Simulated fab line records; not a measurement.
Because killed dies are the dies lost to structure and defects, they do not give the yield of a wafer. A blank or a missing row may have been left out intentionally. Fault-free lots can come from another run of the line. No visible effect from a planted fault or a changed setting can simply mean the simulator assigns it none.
One fault seen from 2 desks ; flow sky130 ; what lay behind the numbers comes last; until then each desk has only its own

== TOOL OWNER'S DESK, implanter-01 ==
For each lot that ran on this tool, the mean over its sampled wafers that have a number, from the tool's own readings at SKY_NWELL_IMPLANT_24. Any lot whose mean is over 4 standard deviations away from the usual mean is out of limits and marked OUT; that distance is given in the brackets.
Columns: A = beamEnergyKeV at SKY_NWELL_IMPLANT_24, usual 140.01; B = doseIonsCm2 at SKY_NWELL_IMPLANT_24, usual 9.2e+12; C = faradayCurrentUA at SKY_NWELL_IMPLANT_24, usual 52.0
lot;first seen here;A;B;C
L997;day 5 00:39;140.01;9.2e+12;50.9
L104;day 7 07:13;139.96;9.2e+12;51.7
L106;day 7 18:34;140.00;9.2e+12;51.8
L107;day 7 20:00;139.98;9.2e+12;51.0
L109;day 8 07:21;140.04;3.8e+12 (-99 or more) OUT;21.3 (-28) OUT
L112;day 9 01:34;140.00;3.8e+12 (-99 or more) OUT;21.0 (-28) OUT
L113;day 9 14:00;140.01;3.8e+12 (-99 or more) OUT;20.8 (-28) OUT
This desk finds L109, L112, L113 out of limits, L109 being first, at day 8 07:21 (doseIonsCm2 at SKY_NWELL_IMPLANT_24). L997, L104, L106, L107 stayed within limits.

== METROLOGY DESK ==
Lot by lot, what the gauges showed, no matter which tool ran the lot: averages of those sampled wafers that carry a number. Any lot whose mean is over 4 standard deviations away from the usual mean is out of limits and marked OUT; that distance is given in the brackets.
Columns: A = NWELL_2_TW at SKY_NWELL_TW_MEAS_26, usual 496; B = VT_ADJUST_LVTN_01_OVL at SKY_VT_ADJUST_LVTN_OVL_MEAS_18, usual -1.9 nm
lot;first seen here;A;B
L997;day 5 00:54;497;-2.0
L999;day 5 17:40;499;-3.9
L104;day 7 07:28;487;-1.7
L106;day 7 18:49;489;-4.0
L107;day 7 20:13;497;-1.1
L109;day 8 07:36;376 (-39) OUT;-2.1
L112;day 9 01:49;381 (-37) OUT;-2.0
L114;day 9 12:25;496;-3.1
L113;day 9 14:13;379 (-38) OUT;2.0
L115;day 9 22:32;496;-4.8
L118;day 11 15:28;496;-3.0
L120;day 11 16:49;495;-1.0
This desk's finding: out of limits on L109, L112, L113; first on L109, day 8 07:36 (NWELL_2_TW at SKY_NWELL_TW_MEAS_26). L997, L999, L104, L106, L107, L114, L115, L118, L120 stayed within limits.

== PUT TOGETHER ==
An alarm could have come from the tool owner's desk at day 8 07:21, on L109, L112, L113.
The metrology desk could have raised an alarm at day 8 07:36, on L109, L112, L113.
On implanter-01, each named lot ran SKY_NWELL_IMPLANT_24.

== WHAT HAD BEEN PUT IN BY THE SIMULATOR ==
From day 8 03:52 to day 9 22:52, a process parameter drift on implanter-01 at SKY_NWELL_IMPLANT_24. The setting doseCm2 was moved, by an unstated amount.
Struck lots among those shown: L109, L112, L113.
Counting hours from when the fault started, the first reading out of limits came at 3 for the tool owner's desk and at 4 for the metrology desk.
